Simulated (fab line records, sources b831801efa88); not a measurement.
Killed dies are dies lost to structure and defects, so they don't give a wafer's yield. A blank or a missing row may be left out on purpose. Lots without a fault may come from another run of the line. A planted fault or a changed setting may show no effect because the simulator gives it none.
Split-lot experiment | flow gf180mcu | 5 lots, 23 wafers read, on a route of 602 steps

THE SPLIT
At GF_STI_CVD_23 (deposits SiO2, target thk 650 nm, time 108.3 s), the setting sih4_flow_sccm was moved away from the recipe's 60 sccm on 11 of the 23 wafers read, by -14.2% to +14.3%. The other wafers ran this setting at the recipe's value.

The file shows no step between the split and the reading.

THE READING
STI_CVD_23_THK, in nm, at GF_STI_THK_MEAS_24. Fault-free wafers of this fab line usually give 652 nm, standard deviation 5.2 nm.

wafer  | tool, chamber at the split | sih4_flow_sccm as run, sccm | against the recipe | STI_CVD_23_THK, nm | against lot-mates on the recipe
L074.1 | hdpcvd-01, 0               | 65.63                       | +9.4%              | 698                | +50
L074.3 | hdpcvd-01, 2               | 60                          | recipe             | 650                | -
L074.4 | hdpcvd-01, 2               | 65.63                       | +9.4%              | 709                | +61
L074.5 | hdpcvd-01, 1               | 65.63                       | +9.4%              | 705                | +57
L074.6 | hdpcvd-01, 0               | 60                          | recipe             | 646                | -
L076.1 | hdpcvd-01, 1               | 60                          | recipe             | 661                | -
L076.4 | hdpcvd-01, 2               | 60                          | recipe             | 658                | -
L076.5 | hdpcvd-01, 1               | 60                          | recipe             | 658                | -
L080.1 | hdpcvd-02, 2               | 60                          | recipe             | 654                | -
L080.2 | hdpcvd-02, 1               | 60                          | recipe             | 650                | -
L080.4 | hdpcvd-02, 1               | 51.47                       | -14.2%             | 555                | -97
L080.5 | hdpcvd-02, 2               | 51.47                       | -14.2%             | 568                | -84
L080.6 | hdpcvd-02, 0               | 51.47                       | -14.2%             | 561                | -91
L083.1 | hdpcvd-02, 0               | 53.79                       | -10.4%             | 587                | -67
L083.2 | hdpcvd-02, 2               | 60                          | recipe             | 654                | -
L083.3 | hdpcvd-02, 1               | 53.79                       | -10.4%             | 582                | -72
L083.4 | hdpcvd-02, 0               | 60                          | recipe             | 654                | -
L083.6 | hdpcvd-02, 2               | 60                          | recipe             | 654                | -
L085.1 | hdpcvd-01, 0               | 68.56                       | +14.3%             | 744                | +84
L085.2 | hdpcvd-01, 2               | 68.56                       | +14.3%             | 742                | +82
L085.4 | hdpcvd-01, 0               | 60                          | recipe             | 660                | -
L085.5 | hdpcvd-01, 1               | 60                          | recipe             | 659                | -
L085.6 | hdpcvd-01, 2               | 68.56                       | +14.3%             | 743                | +84

THE FIT
A straight line over all 23 wafers: STI_CVD_23_THK changes by +6.26 nm for each +1% of sih4_flow_sccm; r = +1.00; the points scatter about the line by 5.6 nm.
The same after taking each lot's own level away (the mean of its wafers on the recipe; 23 wafers): +6.18 nm for each +1%; r = +1.00; scatter 3.6 nm.
On that fit, the largest move of sih4_flow_sccm shifts the reading by 88 nm.
The lots' own levels span 648.0 to 659.5 nm, that is 2.2 times the standard deviation above.
So the lot-to-lot level changes the slope little: the two slopes agree.
Check: with one of the wafers moved furthest among these (+14.3%) left out of the fit, the line predicts +86.7 nm for it against its lot-mates. It came out at +84.5 nm against them.

OTHER SPLITS ON THESE WAFERS
These wafers also went through other splits before the reading. Each is held against what the fit with the lots' levels taken away leaves over:
other split on the same wafers | wafers away from the commonest value | r with STI_CVD_23_THK (lot level and that fit taken away)
GF_STI_COAT_07 resist_thk_nm   | 5                                    | -0.02
GF_STI_ETCH_13 over_etch_frac  | 9                                    | -0.13

THE WHOLE CHAIN: every reading that the file lists as answering this split, in the file's order
step               | what it does                                   | reading                                                                    | change (the file's fit)              | r (the file's)
GF_STI_CVD_23      | deposits SiO2, target thk 650 nm, time 108.3 s | SiO2_of_STI_CVD_23.thk_nm (the simulator's own value, which no gauge read) | +6.21 nm for each +1% of the setting | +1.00
GF_STI_THK_MEAS_24 |                                                | STI_CVD_23_THK                                                             | +6.2 for each +1% of the setting     | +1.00

THE FILE'S OWN FIT
STI_CVD_23_THK changes by +6.2 nm for each +1% of sih4_flow_sccm, r = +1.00.
